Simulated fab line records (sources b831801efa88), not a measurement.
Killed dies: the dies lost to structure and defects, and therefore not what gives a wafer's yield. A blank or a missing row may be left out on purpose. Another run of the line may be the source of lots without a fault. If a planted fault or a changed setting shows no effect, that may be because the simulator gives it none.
fab line records	flow gf180mcu
record: lots: 24	wafers: 72	last_day: 34
route steps=602 shown M4@457 MIM@504 M5@535 V5@563
lots that met no fault: from a run of the same line without faults
start_h: the number of hours between the record's first day and the start of the first shown wafer of the lot	wait_h: hours from the lot's prior step to this one	" unchanged from the row above	L1.1+2: a row that stands for several wafers	- no value present, or no start provided	* or withheld: withheld	< > ~ a bound
route shown NAME@n: names a module that has steps shown in the file, with the first one's number in the route	usual: mean/standard deviation taken from wafers without a fault	same: alike in all rows	chamber/n: place in a boat	sites: readings site by site	_std_site: the values' standard deviation	_edge_site: inner sites' mean taken away from outer sites' mean	radius_mm: for every site, how far away it sits from the centre of the wafer	mask NAME#n: copy n	behind: the most recent tool/chamber to have shaped the wafer	hold: the reason the lot was held/the length of the hold in hours/how it ended	device: which transistor (n, p or np) failed to switch	end of line: tests run on the same wafers once the route is complete	a step given without rows: its recipe and nothing more	killed: dies lost to structure and defects at the first sort, not the wafer's yield	map: per-die view of a wafer (x killed, . not killed, _ where there is no die)
set.NAME: the setting the step ran with; set.NAME@STEP: the setting that earlier step ran with	model.NAME: the simulator's own value behind a step, which no gauge read
the route's steps for a sample of lots (tables are steps, rows are wafers)
services: from which hour (start_h, from the record's first day; less than 0 if before it) a tool's chamber was out of use, for how many hours, and why
== steps ==
step: GF_M4_SPUTTER_01
recipe: material: TiN	target_thk_nm: 30	power_w: 6500	time_s: 25	chamber_pressure_pa: 0.4
usual: chamber_pressure_pa: 0.4001/0.00096	throttle_valve_pct: 30.1/1.3
lot.wafer	tool	chamber	start_h	wait_h	chamber_pressure_pa	throttle_valve_pct
L074.1	pvd_sputter-02	-	511.09	0.1	0.4009	29.6
L074.2	"	-	"	"	0.3995	29.6
L074.6	"	-	"	"	0.3995	29.2
L075.1	pvd_sputter-01	-	524.47	0.1	0.4006	29.3
L075.2	"	-	"	"	0.4011	31.5
L075.3	"	-	"	"	0.3996	30.2
L076.2	pvd_sputter-02	-	534.49	0.1	0.4007	29.5
L076.4	"	-	"	"	0.4000	30.9
L076.6	"	-	"	"	0.4017	29.4
L077.1	pvd_sputter-01	-	542.05	0.1	0.4010	29.2
L077.4	"	-	"	"	0.4005	31.7
L077.5	"	-	"	"	0.3989	29.7
L078.1	pvd_sputter-04	-	547.75	0.1	0.3982	30.3
L078.3	"	-	"	"	0.3993	32.8
L078.4	"	-	"	"	0.3998	27.6
L079.3	pvd_sputter-01	-	560.69	0.1	0.3997	29.3
L079.5	"	-	"	"	0.3991	29.1
L079.6	"	-	"	"	0.4013	30.4
L080.2	pvd_sputter-04	-	568.14	0.1	0.4005	27.7
L080.3	"	-	"	"	0.3996	28.0
L080.5	"	-	"	"	0.4011	30.5
L081.3	pvd_sputter-02	-	579.34	0.1	0.4020	30.5
L081.4	"	-	"	"	0.3982	29.7
L081.6	"	-	"	"	0.3997	30.9
L082.1	pvd_sputter-04	-	585.24	0.1	0.4004	27.7
L082.3	"	-	"	"	0.4001	30.2
L082.5	"	-	"	"	0.4008	32.5
L083.2	pvd_sputter-01	-	597.25	0.1	0.3971	31.6
L083.3	"	-	"	"	0.4002	29.2
L083.5	"	-	"	"	0.4013	29.8
L084.3	pvd_sputter-02	-	602.03	0.1	0.3990	29.6
L084.5	"	-	"	"	0.3994	30.4
L084.6	"	-	"	"	0.3993	29.6
L085.1	pvd_sputter-01	-	607.46	0.1	0.3997	31.7
L085.3	"	-	"	"	0.4004	29.4
L085.4	"	-	"	"	0.4000	29.8
L086.1	pvd_sputter-01	-	615.12	0.1	0.4009	30.0
L086.2	"	-	"	"	0.3996	29.1
L086.4	"	-	"	"	0.3993	31.4
L087.4	pvd_sputter-04	-	621.79	0.1	0.4000	30.4
L087.5	"	-	"	"	0.3994	27.8
L087.6	"	-	"	"	0.4013	32.3
L088.2	pvd_sputter-01	-	627.52	0.1	0.4006	31.5
L088.4	"	-	"	"	0.4008	30.1
L088.5	"	-	"	"	0.4013	29.6
L089.1	pvd_sputter-04	-	636.55	0.1	0.4002	27.7
L089.5	"	-	"	"	0.4013	27.6
L089.6	"	-	"	"	0.3997	32.5
L090.1	pvd_sputter-02	-	642.75	0.1	0.3991	29.4
L090.3	"	-	"	"	0.4001	30.6
L090.4	"	-	"	"	0.3998	30.7
L091.1	pvd_sputter-01	-	651.34	0.1	0.3992	31.4
L091.3	"	-	"	"	0.4002	29.6
L091.4	"	-	"	"	0.3992	29.1
L092.1	pvd_sputter-02	-	658.04	0.1	0.4002	29.7
L092.4	"	-	"	"	0.3999	30.4
L092.6	"	-	"	"	0.4006	30.9
L093.4	pvd_sputter-02	-	666.78	0.1	0.3990	29.7
L093.5	"	-	"	"	0.4017	30.4
L093.6	"	-	"	"	0.4016	30.8
L094.1	pvd_sputter-04	-	673.55	0.1	0.4008	32.6
L094.5	"	-	"	"	0.4005	27.6
L094.6	"	-	"	"	0.4006	32.6
L095.1	pvd_sputter-02	-	680.00	0.1	0.4005	29.6
L095.3	"	-	"	"	0.3985	30.5
L095.6	"	-	"	"	0.4004	30.5
L096.2	pvd_sputter-02	-	686.75	0.1	0.4009	29.7
L096.5	"	-	"	"	0.4004	30.7
L096.6	"	-	"	"	0.3996	29.8
L097.1	pvd_sputter-02	-	688.25	0.1	0.4007	29.6
L097.3	"	-	"	"	0.4003	30.5
L097.4	"	-	"	"	0.4012	29.5
step: GF_MIM_SPUTTER_01
recipe: material: TiN	target_thk_nm: 30	power_w: 6500	time_s: 25	chamber_pressure_pa: 0.4
usual: chamber_pressure_pa: 0.4000/0.00082	throttle_valve_pct: 29.8/1.4
lot.wafer	tool	chamber	start_h	wait_h	chamber_pressure_pa	throttle_valve_pct
L074.1	pvd_sputter-03	-	559.74	0.1	0.3989	29.4
L074.2	"	-	"	"	0.4003	28.9
L074.6	"	-	"	"	0.4019	28.7
L075.1	pvd_sputter-04	-	572.70	0.1	0.3990	27.6
L075.2	"	-	"	"	0.3987	27.3
L075.3	"	-	"	"	0.4002	30.2
L076.2	pvd_sputter-03	-	581.85	0.1	0.3995	30.8
L076.4	"	-	"	"	0.3996	30.5
L076.6	"	-	"	"	0.4007	30.5
L077.1	pvd_sputter-04	-	589.09	0.1	0.3999	27.8
L077.4	"	-	"	"	0.3999	30.1
L077.5	"	-	"	"	0.3995	27.7
L078.1	pvd_sputter-03	-	594.00	0.1	0.4001	29.0
L078.3	"	-	"	"	0.3992	29.1
L078.4	"	-	"	"	0.3993	30.4
L079.3	pvd_sputter-04	-	606.39	0.1	0.4000	27.6
L079.5	"	-	"	"	0.4009	30.6
L079.6	"	-	"	"	0.4000	28.0
L080.2	pvd_sputter-04	-	612.95	0.1	0.3992	27.5
L080.3	"	-	"	"	0.3974	30.3
L080.5	"	-	"	"	0.4001	32.9
L081.3	pvd_sputter-03	-	624.32	0.1	0.4000	30.4
L081.4	"	-	"	"	0.3983	30.9
L081.6	"	-	"	"	0.3994	28.7
L082.1	pvd_sputter-04	-	629.80	0.1	0.4004	32.9
L082.3	"	-	"	"	0.3982	27.6
L082.5	"	-	"	"	0.4020	32.5
L083.2	pvd_sputter-02	-	641.23	0.1	0.4005	30.4
L083.3	"	-	"	"	0.4020	29.7
L083.5	"	-	"	"	0.4005	30.3
L084.3	pvd_sputter-03	-	647.15	0.1	0.3987	28.9
L084.5	"	-	"	"	0.3985	30.3
L084.6	"	-	"	"	0.3989	28.8
L085.1	pvd_sputter-02	-	650.69	0.1	0.4013	29.6
L085.3	"	-	"	"	0.4005	30.7
L085.4	"	-	"	"	0.3993	29.4
L086.1	pvd_sputter-04	-	659.47	0.1	0.4012	27.9
L086.2	"	-	"	"	0.3999	27.7
L086.4	"	-	"	"	0.4009	30.4
L087.4	pvd_sputter-02	-	665.10	0.1	0.4002	29.6
L087.5	"	-	"	"	0.3993	30.9
L087.6	"	-	"	"	0.4003	29.5
L088.2	pvd_sputter-03	-	670.73	0.1	0.3998	30.8
L088.4	"	-	"	"	0.4014	29.2
L088.5	"	-	"	"	0.4000	28.8
L089.1	pvd_sputter-04	-	678.16	0.1	0.4005	27.4
L089.5	"	-	"	"	0.3995	32.7
L089.6	"	-	"	"	0.3993	28.0
L090.1	pvd_sputter-03	-	684.74	0.1	0.3995	30.9
L090.3	"	-	"	"	0.3990	28.9
L090.4	"	-	"	"	0.4004	30.6
L091.1	pvd_sputter-02	-	693.41	0.1	0.4004	29.3
L091.3	"	-	"	"	0.4002	30.4
L091.4	"	-	"	"	0.4006	29.6
L092.1	pvd_sputter-02	-	697.80	0.1	0.4006	29.7
L092.4	"	-	"	"	0.4001	29.4
L092.6	"	-	"	"	0.3997	30.6
L093.4	pvd_sputter-03	-	708.31	0.1	0.4001	30.6
L093.5	"	-	"	"	0.4006	30.8
L093.6	"	-	"	"	0.3990	30.5
L094.1	pvd_sputter-02	-	715.74	0.1	0.4009	30.4
L094.5	"	-	"	"	0.3996	29.6
L094.6	"	-	"	"	0.4002	29.2
L095.1	pvd_sputter-02	-	720.34	0.1	0.3997	29.7
L095.3	"	-	"	"	0.3992	31.1
L095.6	"	-	"	"	0.3997	29.6
L097.1	pvd_sputter-04	-	727.58	0.1	0.3996	27.8
L097.3	"	-	"	"	0.4013	30.5
L097.4	"	-	"	"	0.4001	32.6
L096.2	pvd_sputter-02	-	727.80	0.1	0.3996	30.9
L096.5	"	-	"	"	0.4001	30.4
L096.6	"	-	"	"	0.3993	30.7
step: GF_MIM_CVD_05
recipe: material: Si3N4	target_thk_nm: 42	temp_max_c: 400	temp_c: 385	time_s: 29.086	rf_w: 450
usual: heater_power_w: 595/93
lot.wafer	tool	chamber	start_h	wait_h	heater_power_w
L074.1	pecvd-01	1	559.86	0.0	686
L074.2	"	0	"	"	524
L074.6	"	0	"	"	541
L075.1	pecvd-01	0	572.82	0.0	475
L075.2	"	2	"	"	695
L075.3	"	1	"	"	655
L076.2	pecvd-01	0	581.97	0.0	505
L076.4	"	0	"	"	531
L076.6	"	2	"	"	743
L077.1	pecvd-04	0	589.21	0.0	533
L077.4	"	1	"	"	616
L077.5	"	0	"	"	564
L078.1	pecvd-01	1	594.12	0.0	747
L078.3	"	2	"	"	672
L078.4	"	0	"	"	512
L079.3	pecvd-04	2	606.51	0.0	570
L079.5	"	0	"	"	497
L079.6	"	2	"	"	557
L080.2	pecvd-02	1	613.07	0.0	584
L080.3	"	2	"	"	653
L080.5	"	2	"	"	661
L081.3	pecvd-04	1	624.44	0.0	557
L081.4	"	0	"	"	463
L081.6	"	1	"	"	554
L082.1	pecvd-02	1	629.92	0.0	645
L082.3	"	2	"	"	764
L082.5	"	2	"	"	758
L083.2	pecvd-04	1	641.35	0.0	625
L083.3	"	0	"	"	458
L083.5	"	1	"	"	632
L084.3	pecvd-02	1	647.27	0.0	692
L084.5	"	0	"	"	424
L084.6	"	2	"	"	718
L085.1	pecvd-02	2	650.81	0.0	619
L085.3	"	1	"	"	670
L085.4	"	1	"	"	678
L086.1	pecvd-02	2	659.59	0.0	635
L086.2	"	1	"	"	674
L086.4	"	2	"	"	648
L087.4	pecvd-01	1	665.24	0.0	804
L087.5	"	1	"	"	787
L087.6	"	0	"	"	529
L088.2	pecvd-01	1	670.85	0.0	700
L088.4	"	0	"	"	459
L088.5	"	1	"	"	712
L089.1	pecvd-04	1	678.30	0.0	535
L089.5	"	0	"	"	482
L089.6	"	1	"	"	544
L090.1	pecvd-02	2	684.86	0.0	767
L090.3	"	1	"	"	651
L090.4	"	2	"	"	779
L091.1	pecvd-04	1	693.53	0.0	522
L091.3	"	2	"	"	573
L091.4	"	2	"	"	563
L092.1	pecvd-04	0	697.92	0.0	533
L092.4	"	2	"	"	570
L092.6	"	1	"	"	637
L093.4	pecvd-04	0	708.45	0.0	537
L093.5	"	2	"	"	547
L093.6	"	1	"	"	580
L094.1	pecvd-02	2	715.86	0.0	697
L094.5	"	0	"	"	475
L094.6	"	1	"	"	677
L095.1	pecvd-04	1	720.46	0.0	641
L095.3	"	0	"	"	531
L095.6	"	1	"	"	634
L097.1	pecvd-02	1	727.70	0.0	695
L097.3	"	2	"	"	671
L097.4	"	2	"	"	666
L096.2	pecvd-04	1	727.92	0.0	595
L096.5	"	0	"	"	494
L096.6	"	1	"	"	594
step: GF_M5_ETCH_09
recipe: chemistry: CF4/O2	target: Si3N4	target_depth_nm: 52	source_w: 800	bias_w: 150	pressure_mtorr: 150	cf4_flow_sccm: 80	O2_flow_sccm: 10	time_s: 11.6
usual: bias_w: 149.9/0.44	cf4_flow_sccm: 79.99/0.22	chamber_pressure_mTorr: 150.01/0.15	drypump_motor_current_A: 5.8/0.52	oes_product_au: 0.998/0.0068	throttle_valve_pct: 5.969/0.0086
lot.wafer	tool	chamber	start_h	wait_h	bias_w	cf4_flow_sccm	chamber_pressure_mTorr	drypump_motor_current_A	oes_product_au	rf_hours_counter_h	throttle_valve_pct
L074.1	rie_diel-04	0	603.04	0.0	150.3	80.19	149.98	5.1	0.989	58	5.960
L074.2	"	2	"	"	150.3	80.22	149.87	6.6	0.994	11	5.966
L074.6	"	0	"	"	149.6	79.98	150.16	5.1	0.984	-	5.981
L075.1	rie_diel-04	3	615.39	0.0	149.2	79.80	149.96	6.1	1.005	16	5.970
L075.2	"	0	"	"	149.7	79.95	150.16	5.1	0.996	58	5.974
L075.3	"	2	"	"	149.7	80.10	150.19	6.6	1.001	11	5.985
L076.2	rie_diel-03	0	624.64	0.0	149.9	79.79	149.95	6.2	0.999	59	5.964
L076.4	"	1	"	"	150.0	79.75	150.06	5.2	0.997	4	5.970
L076.6	"	3	"	"	150.0	80.33	149.99	6.1	1.010	-	5.963
L077.1	rie_diel-02	1	631.44	0.0	150.1	79.97	149.96	6.0	0.990	12	5.964
L077.4	"	2	"	"	149.5	80.09	149.96	5.1	0.981	49	5.978
L077.5	"	2	"	"	149.4	80.10	149.77	5.1	0.988	-	5.963
L078.1	rie_diel-04	0	635.79	0.0	149.4	79.71	149.82	5.2	0.994	59	5.966
L078.3	"	2	"	"	149.9	79.64	150.06	6.5	0.998	11	5.977
L078.4	"	3	"	"	150.2	80.35	150.00	6.1	1.003	16	5.969
L079.3	rie_diel-03	2	647.34	0.0	150.2	80.02	150.38	6.1	0.999	3	5.957
L079.5	"	1	"	"	150.0	79.77	149.88	5.2	1.003	-	5.965
L079.6	"	2	"	"	150.0	79.77	149.80	6.2	1.001	-	5.962
L080.2	rie_diel-03	0	654.64	0.0	150.2	80.15	149.99	6.2	1.004	60	5.957
L080.3	"	3	"	"	150.2	79.67	150.18	6.1	0.995	30	5.976
L080.5	"	3	"	"	149.8	79.76	149.83	6.1	0.986	-	5.982
L081.3	rie_diel-03	2	664.79	0.0	150.1	80.18	149.76	6.1	1.001	4	5.979
L081.4	"	0	"	"	149.4	80.10	150.09	6.2	1.002	-	5.963
L081.6	"	2	"	"	150.2	79.86	149.96	6.1	1.002	-	5.980
L082.1	rie_diel-02	3	670.47	0.0	149.9	80.08	149.99	4.9	0.997	24	5.968
L082.3	"	0	"	"	149.6	79.72	149.91	5.7	0.992	15	5.973
L082.5	"	3	"	"	150.2	79.95	150.08	4.9	1.000	-	5.961
L083.2	rie_diel-03	2	680.29	0.0	150.6	80.31	150.15	6.1	0.997	5	5.971
L083.3	"	1	"	"	150.3	79.92	149.82	5.2	1.008	5	5.976
L083.5	"	1	"	"	149.7	79.75	149.95	5.2	1.015	-	5.981
L084.3	rie_diel-03	2	685.69	0.0	149.6	79.83	150.15	6.1	1.001	5	5.976
L084.5	"	0	"	"	149.4	79.96	149.99	6.2	0.996	-	5.964
L084.6	"	1	"	"	149.7	80.32	149.81	5.2	1.000	-	5.978
L085.1	rie_diel-04	2	689.09	0.0	149.9	79.55	150.15	6.5	1.005	13	5.970
L085.3	"	3	"	"	150.0	80.07	149.97	6.1	1.006	18	5.959
L085.4	"	3	"	"	150.2	79.71	150.03	6.1	0.991	-	5.969
L086.1	rie_diel-02	2	697.69	0.0	149.0	79.95	150.15	5.1	0.985	51	5.973
L086.2	"	3	"	"	149.4	79.93	150.03	4.9	0.999	25	5.967
L086.4	"	0	"	"	150.1	80.01	150.17	5.7	1.004	16	5.954
L087.4	rie_diel-02	1	703.64	0.0	150.1	79.76	150.14	5.9	0.991	14	5.963
L087.5	"	2	"	"	149.9	80.22	150.00	5.1	0.989	-	5.953
L087.6	"	3	"	"	150.0	79.91	150.00	4.9	1.004	-	5.956
L088.2	rie_diel-04	2	707.53	0.0	150.1	79.76	149.92	6.6	1.001	14	5.992
L088.4	"	1	"	"	149.4	79.61	149.92	5.3	0.999	13	5.968
L088.5	"	3	"	"	150.0	80.01	149.99	6.0	0.998	-	5.966
L089.1	rie_diel-03	3	714.79	0.0	149.4	79.79	150.33	6.1	1.003	33	5.970
L089.5	"	1	"	"	149.3	79.87	150.16	5.2	1.001	-	5.966
L089.6	"	3	"	"	150.6	80.06	149.87	6.1	0.992	-	5.979
L090.1	rie_diel-04	0	722.04	0.0	149.6	79.85	149.99	5.1	0.985	0	5.976
L090.3	"	2	"	"	150.7	79.90	150.07	6.5	1.004	15	5.968
L090.4	"	3	"	"	150.2	79.91	149.97	6.0	1.000	19	5.950
L091.1	rie_diel-04	3	729.54	0.0	149.5	79.98	150.21	6.1	1.002	20	5.961
L091.3	"	1	"	"	149.5	80.31	149.89	5.4	0.995	14	5.974
L091.4	"	2	"	"	150.0	80.19	149.86	6.6	0.997	15	5.964
L092.1	rie_diel-03	2	733.99	0.0	149.6	80.07	149.99	6.1	0.988	7	5.989
L092.4	"	2	"	"	150.2	80.25	150.06	6.1	1.002	-	5.979
L092.6	"	1	"	"	149.9	80.08	150.06	5.2	1.003	-	5.963
L093.4	rie_diel-02	1	743.33	0.0	149.4	80.33	150.26	5.9	0.998	16	5.959
L093.5	"	1	"	"	149.4	80.09	149.65	5.9	0.998	-	5.966
L093.6	"	2	"	"	149.9	79.81	149.99	5.1	0.992	-	5.978
L094.1	rie_diel-04	1	750.46	0.0	149.5	80.03	150.07	5.3	0.991	14	5.975
L094.5	"	1	"	"	149.9	79.51	150.08	5.4	0.994	-	5.991
L094.6	"	2	"	"	149.5	80.05	150.11	6.5	0.991	-	5.961
L095.1	rie_diel-02	1	755.83	0.0	149.5	80.11	150.16	6.0	0.993	17	5.961
L095.3	"	0	"	"	150.0	79.42	150.15	5.6	1.003	19	5.980
L095.6	"	3	"	"	149.0	80.22	150.19	4.9	1.004	-	5.967
L097.1	rie_diel-03	2	761.88	0.0	150.3	80.22	150.06	6.1	1.006	9	5.972
L097.3	"	3	"	"	151.4	80.33	150.24	6.1	1.000	35	5.958
L097.4	"	0	"	"	150.3	79.81	150.23	6.2	0.994	1	5.957
L096.2	rie_diel-03	2	762.48	0.0	149.8	79.66	149.96	6.1	1.005	9	5.959
L096.5	"	0	"	"	150.4	79.80	149.78	6.2	1.001	-	5.967
L096.6	"	1	"	"	149.8	80.14	149.82	5.2	0.992	-	5.969
step: GF_V5_CVD_23
recipe: material: W	target_thk_nm: 350	time_s: 104.9	temp_c: 400	pressure_torr: 40
usual: heater_power_w: 874/39
lot.wafer	tool	chamber	start_h	wait_h	heater_power_w
L074.1	cvd_w-02	0	625.77	0.0	806
L074.2	"	1	"	"	899
L074.6	"	1	"	"	872
L075.1	cvd_w-01	1	637.78	0.0	889
L075.2	"	0	"	"	889
L075.3	"	1	"	"	895
L076.2	cvd_w-01	0	646.88	0.0	855
L076.4	"	1	"	"	867
L076.6	"	0	"	"	886
L077.1	cvd_w-02	1	652.98	0.0	897
L077.4	"	1	"	"	909
L077.5	"	0	"	"	798
L078.1	cvd_w-01	0	657.67	0.0	881
L078.3	"	1	"	"	910
L078.4	"	0	"	"	899
L079.3	cvd_w-01	1	668.71	0.1	893
L079.5	"	1	"	"	891
L079.6	"	0	"	"	897
L080.2	cvd_w-01	1	676.13	0.0	900
L080.3	"	0	"	"	882
L080.5	"	1	"	"	896
L081.3	cvd_w-01	1	686.45	0.1	902
L081.4	"	0	"	"	886
L081.6	"	1	"	"	872
L082.1	cvd_w-02	0	690.56	0.0	812
L082.3	"	1	"	"	895
L082.5	"	0	"	"	796
L083.2	cvd_w-02	1	701.61	0.0	933
L083.3	"	0	"	"	794
L083.5	"	0	"	"	770
L084.3	cvd_w-02	0	707.36	0.1	800
L084.5	"	0	"	"	820
L084.6	"	1	"	"	898
L085.1	cvd_w-01	0	709.82	0.0	907
L085.3	"	0	"	"	894
L085.4	"	1	"	"	924
L086.1	cvd_w-01	0	718.01	0.0	881
L086.2	"	1	"	"	887
L086.4	"	1	"	"	894
L087.4	cvd_w-02	0	724.30	0.1	801
L087.5	"	1	"	"	912
L087.6	"	0	"	"	808
L088.2	cvd_w-02	0	728.12	0.0	819
L088.4	"	1	"	"	875
L088.5	"	1	"	"	887
L089.1	cvd_w-01	1	734.53	0.0	930
L089.5	"	0	"	"	895
L089.6	"	1	"	"	881
L090.1	cvd_w-01	1	742.53	0.0	899
L090.3	"	0	"	"	875
L090.4	"	1	"	"	912
L091.1	cvd_w-01	1	749.23	0.0	907
L091.3	"	1	"	"	890
L091.4	"	1	"	"	895
L092.1	cvd_w-01	0	753.07	0.0	860
L092.4	"	0	"	"	876
L092.6	"	1	"	"	903
L093.4	cvd_w-02	1	762.43	0.1	890
L093.5	"	0	"	"	795
L093.6	"	1	"	"	891
L094.1	cvd_w-02	0	768.93	0.0	809
L094.5	"	1	"	"	913
L094.6	"	0	"	"	792
L095.1	cvd_w-01	1	774.12	0.0	868
L095.3	"	0	"	"	875
L095.6	"	1	"	"	910
L097.1	cvd_w-01	1	779.77	0.0	870
L097.3	"	1	"	"	874
L097.4	"	0	"	"	880
L096.2	cvd_w-02	0	780.43	0.0	828
L096.5	"	0	"	"	812
L096.6	"	1	"	"	885
step: GF_V5_RS_MEAS_24
recipe: thk_meas_gauge: four-point-probe	reads: W_of_V5_CVD_23+TiN_of_V5_SPUTTER_22+Ti_of_V5_SPUTTER_21
usual: V5_W_RS: 0.330/0.0032
lot.wafer	tool	chamber	start_h	wait_h	V5_W_RS[ohm/sq]
L074.1	film_metro-02	-	625.89	0.1	0.330
L074.2	"	-	"	"	0.328
L074.6	"	-	"	"	0.325
L075.1	film_metro-04	-	637.89	0.1	0.329
L075.2	"	-	"	"	0.327
L075.3	"	-	"	"	0.328
L076.2	film_metro-02	-	647.01	0.1	0.330
L076.4	"	-	"	"	0.330
L076.6	"	-	"	"	0.326
L077.1	film_metro-04	-	653.09	0.1	0.335
L077.4	"	-	"	"	0.332
L077.5	"	-	"	"	0.333
L078.1	film_metro-02	-	657.78	0.1	0.331
L078.3	"	-	"	"	0.332
L078.4	"	-	"	"	0.329
L079.3	film_metro-02	-	668.83	0.1	0.329
L079.5	"	-	"	"	0.326
L079.6	"	-	"	"	0.327
L080.2	film_metro-03	-	676.27	0.1	0.325
L080.3	"	-	"	"	0.327
L080.5	"	-	"	"	0.324
L081.3	film_metro-04	-	686.56	0.1	0.330
L081.4	"	-	"	"	0.328
L081.6	"	-	"	"	0.331
L082.1	film_metro-03	-	690.67	0.1	0.331
L082.3	"	-	"	"	0.331
L082.5	"	-	"	"	0.328
L083.2	film_metro-04	-	701.75	0.1	0.335
L083.3	"	-	"	"	0.335
L083.5	"	-	"	"	0.330
L084.3	film_metro-04	-	707.47	0.1	0.334
L084.5	"	-	"	"	0.336
L084.6	"	-	"	"	0.337
L085.1	film_metro-02	-	709.93	0.1	0.325
L085.3	"	-	"	"	0.326
L085.4	"	-	"	"	0.332
L086.1	film_metro-02	-	718.13	0.1	0.327
L086.2	"	-	"	"	0.327
L086.4	"	-	"	"	0.325
L087.4	film_metro-02	-	724.44	0.1	0.326
L087.5	"	-	"	"	0.332
L087.6	"	-	"	"	0.333
L088.2	film_metro-04	-	728.25	0.1	0.332
L088.4	"	-	"	"	0.330
L088.5	"	-	"	"	0.333
L089.1	film_metro-02	-	734.64	0.1	0.330
L089.5	"	-	"	"	0.328
L089.6	"	-	"	"	0.328
L090.1	film_metro-02	-	742.64	0.1	0.332
L090.3	"	-	"	"	0.332
L090.4	"	-	"	"	0.336
L091.1	film_metro-02	-	749.46	0.2	0.327
L091.3	"	-	"	"	0.331
L091.4	"	-	"	"	0.327
L092.1	film_metro-04	-	753.18	0.1	0.329
L092.4	"	-	"	"	0.335
L092.6	"	-	"	"	0.330
L093.4	film_metro-02	-	762.57	0.1	0.333
L093.5	"	-	"	"	0.325
L093.6	"	-	"	"	0.328
L094.1	film_metro-02	-	769.04	0.1	0.330
L094.5	"	-	"	"	0.327
L094.6	"	-	"	"	0.332
L095.1	film_metro-02	-	774.23	0.1	0.329
L095.3	"	-	"	"	0.331
L095.6	"	-	"	"	0.333
L097.1	film_metro-04	-	779.88	0.1	0.326
L097.3	"	-	"	"	0.331
L097.4	"	-	"	"	0.330
L096.2	film_metro-02	-	780.56	0.1	0.329
L096.5	"	-	"	"	0.333
L096.6	"	-	"	"	0.329
== services ==
tool	chamber	start_h	hours	kind
cvd_w-01	-	490.58	0.6	repair
pecvd-02	-	493.88	1.9	repair
cvd_w-02	-	528.86	2.1	repair
pvd_sputter-02	-	535.81	6.8	repair
pvd_sputter-02	-	560.63	5.4	repair
cvd_w-01	-	562.26	0.5	repair
cvd_w-02	1	571.36	2.0	repair
pecvd-04	-	579.21	3.0	repair
pecvd-04	-	591.12	14.0	pm
cvd_w-02	-	617.67	0.9	repair
cvd_w-02	-	635.97	3.8	pm
rie_diel-03	3	644.11	3.8	repair
pecvd-04	-	646.98	2.2	repair
rie_diel-03	1	647.51	22.6	repair
pvd_sputter-02	-	671.76	7.6	repair
rie_diel-03	0	692.06	19.8	repair
cvd_w-02	-	696.89	4.2	repair
pvd_sputter-02	-	728.24	0.8	repair
cvd_w-01	-	736.42	1.5	repair
cvd_w-01	0	747.01	2.8	repair
pecvd-04	-	748.05	2.8	pm
rie_diel-03	-	749.72	2.8	pm
pvd_sputter-04	-	755.28	8.2	repair
pvd_sputter-04	-	771.03	10.9	repair
== key ==
fault none
